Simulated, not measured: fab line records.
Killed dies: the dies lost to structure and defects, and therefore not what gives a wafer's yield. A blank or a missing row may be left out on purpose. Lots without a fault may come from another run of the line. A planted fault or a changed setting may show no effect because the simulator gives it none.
Which tool did it? ; flow gf180mcu ; 72 wafers from 24 lots sampled at 5 of the route's 602 steps

## WHAT THE GAUGES READ, wafer by wafer
GF_HV_LDD_THK_MEAS_57. Usual: HV_LDD_CVD_56_THK typically reads 89.8 nm, with standard deviation 0.89.
lot;measured;on;HV_LDD_CVD_56_THK (nm);flag
L074;day 12 14:26;film metro-03;88.2 87.9 88.2;
L075;day 12 17:54;film metro-01;90.3 90.6 90.8;
L076;day 12 22:38;film metro-03;89.1 89.5 89.3;
L077;day 13 10:54;film metro-01;91.2 91.1 91.2;
L078;day 13 15:32;film metro-01;89.7 90.3 90.2;
L079;day 14 00:54;film metro-04;90.0 89.9 90.0;
L080;day 14 13:58;film metro-04;90.4 90.7 90.3;
L081;day 14 18:53;film metro-03;89.1 89.8 89.0;
L082;day 15 02:06;film metro-01;89.7 89.2 89.3;
L083;day 15 13:59;film metro-01;91.0 89.7 90.3;
L084;day 15 20:56;film metro-04;90.0 90.4 90.7;
L085;day 15 21:13;film metro-01;91.2 90.7 91.4;
L086;day 16 12:22;film metro-04;89.5 89.6 89.6;
L087;day 16 18:07;film metro-01;90.3 89.5 90.6;
L088;day 17 12:34;film metro-03;89.7 88.7 89.5;
L089;day 17 15:45;film metro-04;89.4 89.3 89.4;
L090;day 17 18:15;film metro-03;90.3 90.2 90.9;
L091;day 18 14:05;film metro-01;90.0 90.5 90.4;
L092;day 18 23:59;film metro-03;89.3 90.6 89.8;
L093;day 19 13:20;film metro-03;89.2 89.0 89.3;
L094;day 19 14:08;film metro-03;89.8 89.6 89.5;
L095;day 19 19:59;film metro-01;88.5 89.1 88.9;
L096;day 20 08:56;film metro-03;88.1 88.3 88.0;
L097;day 20 12:35;film metro-04;89.1 89.2 89.2;

GF_V2_RS_MEAS_24: uses a four-point probe to measure. Usual: V2_W_RS typically reads 0.326 ohm/sq, with standard deviation 0.0066.
lot;measured;on;V2_W_RS (ohm/sq);flag
L074;day 20 07:06;film metro-01;0.333 0.331 0.325;
L075;day 20 13:51;film metro-04;0.328 0.317 0.332;
L076;day 20 20:47;film metro-01;0.318 0.328 0.314;
L077;day 21 12:40;film metro-01;0.326 0.329 0.329;
L078;day 21 16:20;film metro-03;0.326 0.331 0.326;
L079;day 22 06:35;film metro-03;0.311 0.330 0.327;
L080;day 22 17:53;film metro-03;0.324 0.326 0.331;
L081;day 22 21:56;film metro-04;0.324 0.331 0.322;
L082;day 23 07:15;film metro-01;0.326 0.329 0.327;
L083;day 23 19:02;film metro-01;0.324 0.329 0.332;
L084;day 24 00:20;film metro-04;0.317 0.331 0.314;
L085;day 24 01:52;film metro-04;0.330 0.315 0.330;
L086;day 24 16:29;film metro-01;0.331 0.331 0.331;
L087;day 25 00:14;film metro-01;0.330 0.330 0.331;
L088;day 25 16:49;film metro-01;0.334 0.330 0.328;
L089;day 25 19:07;film metro-03;0.328 0.311 0.331;
L090;day 25 20:38;film metro-03;0.330 0.326 0.331;
L091;day 26 15:12;film metro-01;0.325 0.332 0.328;
L092;day 26 22:04;film metro-03;0.336 0.327 0.335;
L093;day 27 11:58;film metro-01;0.325 0.329 0.324;
L094;day 27 12:44;film metro-04;0.335 0.326 0.334;
L095;day 27 16:50;film metro-01;0.311 0.313 0.328;
L096;day 28 03:38;film metro-01;0.325 0.335 0.327;
L097;day 28 05:15;film metro-03;0.329 0.322 0.335;

GF_M3_THK_MEAS_06: measures by xrf. Usual: M3_ALCU_THK typically reads 460 nm, with standard deviation 6.1.
lot;measured;on;M3_ALCU_THK (nm);flag
L074;day 20 07:55;film metro-01;467 465 463;
L075;day 20 14:40;film metro-03;462 462 463;
L076;day 20 21:37;film metro-02;457 461 461;
L077;day 21 13:28;film metro-02;455 449 458;
L078;day 21 17:09;film metro-02;455 456 455;
L079;day 22 07:23;film metro-03;459 459 454;
L080;day 22 18:43;film metro-01;458 459 462;
L081;day 22 22:46;film metro-02;453 452 455;
L082;day 23 08:04;film metro-02;460 460 454;
L083;day 23 19:52;film metro-03;467 465 461;
L084;day 24 01:10;film metro-03;453 450 448;
L085;day 24 02:40;film metro-03;455 457 456;
L086;day 24 17:18;film metro-02;467 462 468;
L087;day 25 01:03;film metro-01;454 468 458;
L088;day 25 17:38;film metro-01;455 454 455;
L089;day 25 19:56;film metro-01;464 463 467;
L090;day 25 21:28;film metro-03;463 459 460;
L091;day 26 16:01;film metro-01;470 455 469;
L092;day 26 22:53;film metro-02;452 452 452;
L093;day 27 12:55;film metro-02;463 468 462;
L094;day 27 13:52;film metro-03;454 453 450;
L095;day 27 17:40;film metro-01;467 465 463;
L096;day 28 04:27;film metro-02;472 472 463;
L097;day 28 06:04;film metro-02;467 463 467;

## WHAT TOOL EACH LOT RAN ON (gives the tool, then ch and the chambers of the sampled wafers, and finally the start)
lot;GF_NSD_STRIP_11;GF_M2_SOFTBAKE_10
L074;plasma asher-01 ch 1, day 13 10:14;litho track-04 ch 0, day 18 16:52
L075;plasma asher-01 ch 0,1, day 13 14:16;litho track-04 ch 0, day 18 22:20
L076;plasma asher-04 ch 0,1, day 13 19:16;litho track-04 ch 0, day 19 05:13
L077;plasma asher-01 ch 0, day 14 08:22;litho track-04 ch 0, day 19 20:59
L078;plasma asher-04 ch 0,1, day 14 12:28;litho track-01 ch 0, day 20 00:44
L079;plasma asher-03 ch 0,1, day 14 21:48;litho track-01 ch 0, day 20 16:13
L080;plasma asher-03 ch 0,1, day 15 11:14;litho track-04 ch 0, day 21 03:55
L081;plasma asher-03 ch 0,1, day 15 16:25;litho track-02 ch 0, day 21 08:10
L082;plasma asher-04 ch 0,1, day 16 00:16;litho track-02 ch 0, day 21 18:44
L083;plasma asher-03 ch 0,1, day 16 13:02;litho track-01 ch 0, day 22 06:25
L084;plasma asher-04 ch 0,1, day 16 19:49;litho track-02 ch 0, day 22 12:04
L085;plasma asher-03 ch 0,1, day 16 19:55;litho track-04 ch 0, day 22 13:53
L086;plasma asher-04 ch 0,1, day 17 11:22;litho track-04 ch 0, day 23 03:46
L087;plasma asher-01 ch 0, day 17 17:40;litho track-04 ch 0, day 23 12:37
L088;plasma asher-01 ch 0,1, day 18 11:52;litho track-02 ch 0, day 24 04:50
L089;plasma asher-04 ch 0,1, day 18 15:41;litho track-04 ch 0, day 24 08:20
L090;plasma asher-04 ch 0,1, day 18 18:07;litho track-04 ch 0, day 24 08:55
L091;plasma asher-03 ch 0,1, day 19 14:32;litho track-04 ch 0, day 25 04:31
L092;plasma asher-01 ch 0,1, day 19 23:25;litho track-04 ch 0, day 25 12:25
L093;plasma asher-01 ch 1, day 20 14:21;litho track-02 ch 0, day 26 01:37
L094;plasma asher-03 ch 0,1, day 20 14:58;litho track-02 ch 0, day 26 02:13
L095;plasma asher-03 ch 0,1, day 20 20:58;litho track-01 ch 0, day 26 07:25
L096;plasma asher-04 ch 0,1, day 21 09:25;litho track-02 ch 0, day 26 18:43
L097;plasma asher-03 ch 0,1, day 21 12:13;litho track-02 ch 0, day 26 21:17
- GF_NSD_STRIP_11: strips in O2/N2.
- GF_M2_SOFTBAKE_10: time 61.53 s.

## WHAT THE TOOLS THEMSELVES READ (means of the sampled wafers that have a number; where no wafer has one, the mark that the record gives instead)
GF_NSD_STRIP_11. Usual: drypump motor current A 6.1 A, standard deviation 0.34; heater power w 336 W, standard deviation 15; oes product au 0.489 a.u., standard deviation 0.0044; strip time to endpoint s 22.78 s, standard deviation 0.04.
lot;tool;drypump motor current A (A);heater power w (W);oes product au (a.u.);strip time to endpoint s (s);flag
L074;plasma asher-01;6.3;341;0.488;22.79;
L075;plasma asher-01;6.5;353;0.488;22.72;
L076;plasma asher-04;6.3;332;0.491;22.74;
L077;plasma asher-01;6.6;355;0.489;22.78;
L078;plasma asher-04;6.3;332;0.485;22.73;
L079;plasma asher-03;5.7;329;0.489;22.72;
L080;plasma asher-03;5.7;337;0.493;22.83;
L081;plasma asher-03;5.7;329;0.491;22.81;
L082;plasma asher-04;6.3;328;0.495;22.80;
L083;plasma asher-03;5.6;325;0.487;22.82;
L084;plasma asher-04;6.3;333;0.493;22.83;
L085;plasma asher-03;5.7;333;0.488;22.82;
L086;plasma asher-04;6.3;331;0.487;22.77;
L087;plasma asher-01;6.6;354;0.488;22.76;
L088;plasma asher-01;6.4;349;0.486;22.80;
L089;plasma asher-04;6.3;335;0.488;22.77;
L090;plasma asher-04;6.3;331;0.492;22.79;
L091;plasma asher-03;5.7;341;0.488;22.83;
L092;plasma asher-01;6.5;351;0.487;22.79;
L093;plasma asher-01;6.3;344;0.488;22.83;
L094;plasma asher-03;5.7;335;0.490;22.79;
L095;plasma asher-03;5.7;327;0.486;22.76;
L096;plasma asher-04;6.3;339;0.487;22.76;
L097;plasma asher-03;5.7;325;0.490;22.71;

GF_M2_SOFTBAKE_10. Usual: exhaust pa 44.8 Pa, standard deviation 0.83; plate sensor t centre C 131.02 C, standard deviation 0.0092; plate sensor t edge C 131.21 C, standard deviation 0.0096.
lot;tool;exhaust pa (Pa);plate sensor t centre C (C);plate sensor t edge C (C);flag
L074;litho track-04;45.4;131.02;131.20;
L075;litho track-04;44.8;131.02;131.21;
L076;litho track-04;45.4;131.02;131.21;
L077;litho track-04;44.4;131.01;131.21;
L078;litho track-01;46.2;131.02;131.21;
L079;litho track-01;45.5;131.02;131.21;
L080;litho track-04;44.2;131.02;131.22;
L081;litho track-02;45.8;131.02;131.22;
L082;litho track-02;44.6;131.01;131.20;
L083;litho track-01;44.5;131.02;131.21;
L084;litho track-02;45.3;131.02;131.22;
L085;litho track-04;44.5;131.01;131.21;
L086;litho track-04;45.0;131.02;131.21;
L087;litho track-04;44.5;131.01;131.21;
L088;litho track-02;45.1;131.01;131.21;
L089;litho track-04;44.8;131.01;131.22;
L090;litho track-04;45.1;131.03;131.22;
L091;litho track-04;45.9;131.02;131.20;
L092;litho track-04;44.5;131.01;131.22;
L093;litho track-02;44.8;131.01;131.21;
L094;litho track-02;44.9;131.01;131.21;
L095;litho track-01;43.9;131.03;131.20;
L096;litho track-02;44.1;131.01;131.20;
L097;litho track-02;44.5;131.01;131.20;

## THE ANSWER, worked out from the rows above alone
Rule: a lot counts as off when the mean over its wafers that have a number is more than 3 standard deviations away from the usual mean. A lot without any number at a reading at which 4 lots or more have one is off too. Any other lot the step has rows for is counted as sound. After the gauges, taken in route order, come the tools' own readings; for these a lot's mean is taken, as printed above. At the first step where some lot is off, the reading lying furthest off is the one used; lots without a number count as furthest.
Across all readings shown, no lot is off: no conclusion can be drawn from this.

## WHAT THE SIMULATOR HAD PUT IN
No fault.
